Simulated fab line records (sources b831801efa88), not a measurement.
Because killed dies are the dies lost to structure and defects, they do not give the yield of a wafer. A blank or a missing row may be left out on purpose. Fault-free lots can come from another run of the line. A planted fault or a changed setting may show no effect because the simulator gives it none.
Chamber matching | flow sky130 | 4 sister chambers for SKY_VIA4_ETCH_12 on rie-diel-01
The step etches SiO2 in C4F8/O2/Ar, stops on TiN, target depth 580 nm. 16 wafers are shown with their chamber, then 8 later ones without.

WAFERS WITH THEIR CHAMBER
wafer  | chamber | oes-product-au (a.u.)
L354.1 | 0       | 0.925
L354.3 | 3       | 0.930
L354.4 | 1       | 0.928
L356.1 | 0       | 0.925
L356.2 | 1       | 0.916
L356.4 | 1       | 0.928
L357.4 | 1       | 0.933
L357.5 | 0       | 0.926
L357.6 | 3       | 0.924
L360.2 | 3       | 0.925
L360.4 | 1       | 0.930
L360.5 | 2       | 0.932
L367.3 | 2       | 0.925
L367.4 | 3       | 0.927
L367.6 | 0       | 0.923
L371.1 | 2       | 0.928

SIGNATURES (means of the wafers above)
reading        | chamber 0 | chamber 1 | chamber 2 | chamber 3 | scatter within a chamber
oes-product-au | 0.92475   | 0.92700   | 0.92833   | 0.92650   | 0.00427
Rule: a wafer's distance from a chamber is the root of the sum, over the readings, of the square of ((its reading less the chamber's mean) divided by the reading's scatter). The wafer belongs to the nearest chamber; if the next one is less than 2 further off, it can't be placed. How the scatter is found: for the shown wafers, subtract from each reading the mean of its chamber, square and add these, divide the total by (wafers less chambers), then take the root.

WAFERS WITHOUT THEIR CHAMBER
wafer  | oes-product-au (a.u.)
L371.3 | 0.919
L371.6 | 0.918
L374.2 | 0.922
L374.3 | 0.922
L374.4 | 0.922
L376.1 | 0.933
L376.4 | 0.928
L376.6 | 0.922

THE CHAMBER EACH PASSED THROUGH
wafer  | from the rows above               | in truth
L371.3 | can't be placed: 0 or 3 or 1 or 2 | 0
L371.6 | can't be placed: 0 or 3 or 1 or 2 | 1
L374.2 | can't be placed: 0 or 3 or 1 or 2 | 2
L374.3 | can't be placed: 0 or 3 or 1 or 2 | 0
L374.4 | can't be placed: 0 or 3 or 1 or 2 | 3
L376.1 | can't be placed: 2 or 1 or 3 or 0 | 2
L376.4 | can't be placed: 2 or 1 or 3 or 0 | 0
L376.6 | can't be placed: 0 or 3 or 1 or 2 | 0
0 of 8 placed correctly. From these rows, 8 cannot be placed; in 8 the true chamber is one of the candidates. Placed wrongly: 0.
